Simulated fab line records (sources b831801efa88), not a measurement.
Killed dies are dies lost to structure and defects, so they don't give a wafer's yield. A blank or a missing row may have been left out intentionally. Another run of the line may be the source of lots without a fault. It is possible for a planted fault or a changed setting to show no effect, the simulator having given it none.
Check of tool commonality -- flow sky130 -- Sampled: 12 lots, 34 wafers

THE REASON FOR OPENING IT
Of 12 lots, 1 have the reading SD_P_RS flagged at SKY_SD_N_RS_MEAS_17. Wafers without a fault read 147.1 ohm/sq, standard deviation 0.33.
Rule: a lot gets a flag if all its wafers with a number sit over 4 standard deviations from that mean, or if no wafer of it has a number. All remaining lots are regarded as sound.

lot,measured,on,"SD_P_RS (ohm/sq), wafer by wafer",flag
L379,day 28 15:11,film metro-01,147.5 147.2 147.5,
L384,day 29 15:16,film metro-03,146.8 147.3 146.6,
L386,day 30 10:23,film metro-01,146.8 146.8 147.1,
L385,day 30 13:11,film metro-01,147.6 147.3 147.3,
L387,day 30 13:28,film metro-04,147.1 147.4 147.3,
L388,day 31 01:33,film metro-01,147.3 147.3 147.0,
L389,day 31 11:50,film metro-03,146.8 146.6 147.1,
L390,day 31 20:11,film metro-03,146.7 147.2 146.9,
L392,day 32 06:41,film metro-04,147.5 146.6 146.9,
L394,day 32 19:13,film metro-03,147.1 147.1 146.9,
L399,day 34 13:54,film metro-01,144.2,FLAGGED
L401,day 34 22:59,film metro-03,147.2 147.6 147.4,
The numbers of the flagged lots are 144.2 ohm/sq on average: -2.9 ohm/sq against the usual, or -9 standard deviations.

LOT BY LOT: THE TOOL USED
The record holds 2 process steps before the reading, out of a route of 708 steps. Cell contents, in order: the tool; ch with the chambers the sampled wafers went through; the start.
lot,flag,SKY_POLY_CUT_STRIP_12,SKY_SD_N_RTA_14
L379,,"plasma asher-04 ch 0,1, day 24 22:33","rtp anneal-02 ch 0, day 28 14:53"
L384,,"plasma asher-03 ch 0,1, day 26 00:03","rtp anneal-01 ch 0, day 29 14:56"
L386,,"plasma asher-04 ch 0,1, day 26 19:40","rtp anneal-02 ch 0, day 30 10:04"
L385,,"plasma asher-03 ch 0,1, day 26 21:23","rtp anneal-01 ch 0, day 30 12:53"
L387,,"plasma asher-03 ch 0,1, day 26 22:40","rtp anneal-02 ch 0, day 30 13:10"
L388,,"plasma asher-01 ch 0,1, day 27 10:51","rtp anneal-01 ch 0, day 31 01:16"
L389,,"plasma asher-04 ch 0,1, day 27 21:50","rtp anneal-02 ch 0, day 31 11:30"
L390,,"plasma asher-01 ch 0,1, day 28 05:41","rtp anneal-01 ch 0, day 31 19:53"
L392,,"plasma asher-01 ch 0,1, day 28 17:42","rtp anneal-01 ch 0, day 32 06:23"
L394,,"plasma asher-04 ch 0,1, day 29 06:35","rtp anneal-01 ch 0, day 32 18:55"
L399,FLAGGED,"plasma asher-03 ch 1, day 31 03:13","rtp anneal-02 ch 0, day 34 13:37"
L401,,"plasma asher-04 ch 0,1, day 31 15:01","rtp anneal-01 ch 0, day 34 22:39"
These steps, and what they do:
- SKY_POLY_CUT_STRIP_12: strips in O2/N2.
- SKY_SD_N_RTA_14: time 2 s.
- SKY_SD_N_RS_MEAS_17: measures by four-point-probe.

FLAGGED OVER TOTAL, TOOL BY TOOL (the gauges that took the reading come last)
step,tool,lots run,flagged,share of the flagged lots,sound lots run after its first flagged lot
SKY_POLY_CUT_STRIP_12,plasma asher-01,3,0,none,-
SKY_POLY_CUT_STRIP_12,plasma asher-03,4,1,all,0
SKY_POLY_CUT_STRIP_12,plasma asher-04,5,0,none,-
SKY_SD_N_RTA_14,rtp anneal-01,7,0,none,-
SKY_SD_N_RTA_14,rtp anneal-02,5,1,all,0
SKY_SD_N_RS_MEAS_17,film metro-01,5,1,all,0
SKY_SD_N_RS_MEAS_17,film metro-03,5,0,none,-
SKY_SD_N_RS_MEAS_17,film metro-04,2,0,none,-

WHAT THE TABLE PERMITS
plasma asher-03 at SKY_POLY_CUT_STRIP_12, rtp anneal-02 at SKY_SD_N_RTA_14 and film metro-01 at SKY_SD_N_RS_MEAS_17: these 3 rows of the table ran every flagged lot.
- plasma asher-03 at SKY_POLY_CUT_STRIP_12: 1 of its 4 lots flagged. It ran its last sound lot, L387, at day 26 22:40 and its first flagged lot, L399, at day 31 03:13: a fault with its onset between the two fits.
- rtp anneal-02 at SKY_SD_N_RTA_14: 1 of its 5 lots flagged. It ran its last sound lot, L389, at day 31 11:30 and its first flagged lot, L399, at day 34 13:37: a fault with its onset between the two fits. Its own readings lie more than 4 standard deviations out on every wafer of the flagged lots: wafer_temp_C_max.
- film metro-01 at SKY_SD_N_RS_MEAS_17: 1 of its 5 lots flagged. It ran its last sound lot, L388, at day 31 01:33 and its first flagged lot, L399, at day 34 13:54: a fault with its onset between the two fits.
These 3 tools cannot be told apart by counting lots, since each of them fits a fault that started at some hour. More lots, or a look at what each step does to the wafer, might.

WHAT HAD BEEN PUT IN BY THE SIMULATOR
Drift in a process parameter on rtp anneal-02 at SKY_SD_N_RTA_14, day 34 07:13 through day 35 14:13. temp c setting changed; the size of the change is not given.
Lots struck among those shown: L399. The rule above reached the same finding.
